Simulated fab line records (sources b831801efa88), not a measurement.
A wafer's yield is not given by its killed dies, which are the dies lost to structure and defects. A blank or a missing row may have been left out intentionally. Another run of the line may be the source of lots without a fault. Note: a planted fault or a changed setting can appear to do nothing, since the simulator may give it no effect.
Problem report in the 8D (eight disciplines) form, filled by code	flow sky130	the parts of the form that need people (team, actions taken, sign-off) are left out

## 1. WHAT WENT WRONG
SKY_METAL2_METAL_ETCH_19, oes product au: mean 0.795 a.u. over 1 wafer from 1 lot; wafers with no fault: 0.874 a.u., standard deviation 0.006. That is -13 standard deviations from the usual mean.
The step: etches the open film in Cl2/BCl3, stops on SiO2, target depth 360 nm, time 74.83 s.
First seen on wafer L239.3, day 40 16:11, on rie metal-01. The record holds 39 wafers of 13 lots with a number at this step. The rule behind "out" and "out of limits": a value lying over 4 standard deviations away from the usual mean. The other wafers with a number count as sound.

## 2. WHAT IT IS, WHAT IT ISN'T
question	is	is not
which readings at this step	oes product au	chamber pressure mTorr, drypump motor current A, rf fwd power W
which lots	L239	L224, L225, L226, L228, L229, L230, L234, L235, L236, L237, L238, L240
which wafers of those lots	L239.3	L239.2, L239.6
read on which tools	rie metal-01	rie metal-03, rie metal-04
when	from day 40 16:11	up to then (35 sound wafers); but 3 sound wafers of L240 came after

## 3. SUSPECTS, AND WHAT RULES EACH OUT
Counting: a tool at a process step up to the reading stays a suspect if it ran every lot that is out. Sound lots after the first of them don't rule it out here, since some wafers of a struck lot are sound.
- rie metal-02 at SKY_METAL1_ETCH_18 (etches BARC in N2/H2, stops on SiO2, time 45.9 s, target depth 60 nm): kept. The lot that is out, L239, ran on it at day 38 09:51; the last sound lot it ran before that was L224, at day 33 16:05.
- rie metal-01 at SKY_METAL2_METAL_ETCH_19 (etches the open film in Cl2/BCl3, stops on SiO2, target depth 360 nm, time 74.83 s): kept. The lot that is out, L239, ran on it at day 40 16:11; the last sound lot it ran before that was L238, at day 40 08:50. On those wafers its own readings are out: oes product au.
Remaining after the count are rie metal-02 at SKY_METAL1_ETCH_18 and rie metal-01 at SKY_METAL2_METAL_ETCH_19.

## 4. THE CAUSE (what the simulator had put in)
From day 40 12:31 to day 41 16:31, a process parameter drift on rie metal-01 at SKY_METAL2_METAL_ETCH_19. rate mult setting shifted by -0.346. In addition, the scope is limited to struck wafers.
This tool is one of the 2 suspects left after counting.

## 5. THE EFFECT CHAIN, in route order
Rows list readings where the struck wafers' mean (over those with a number) sits beyond 3 standard deviations from the usual. Only readings for which the record gives a usual standard deviation are gone through. hours: the time from each lot's start at the first step in this table that gives one to its start at this step, as a median over the lots. sigmas: the change in usual standard deviations.
hours	step	reading	usual	on struck wafers	change	sigmas
0	SKY_METAL2_METAL_ETCH_19	oes product au	0.874 a.u.	0.795	-0.079	-13
0	SKY_METAL2_STRIP_20	oes product au	0.347 a.u.	0.376	+0.029	+6.2
0	SKY_METAL2_STRIP_20	strip time to endpoint s	2.79 s	3.57	+0.78	+15
Process steps it contains:
- SKY_METAL2_METAL_ETCH_19: etches the open film in Cl2/BCl3, stops on SiO2, target depth 360 nm, time 74.83 s.
- SKY_METAL2_STRIP_20: strips in O2/N2.

## 6. HOW IT WOULD HAVE BEEN CAUGHT EARLIER
In this record no reading fell out of limits until day 40 16:11, 4 hours after the fault had begun at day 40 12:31.
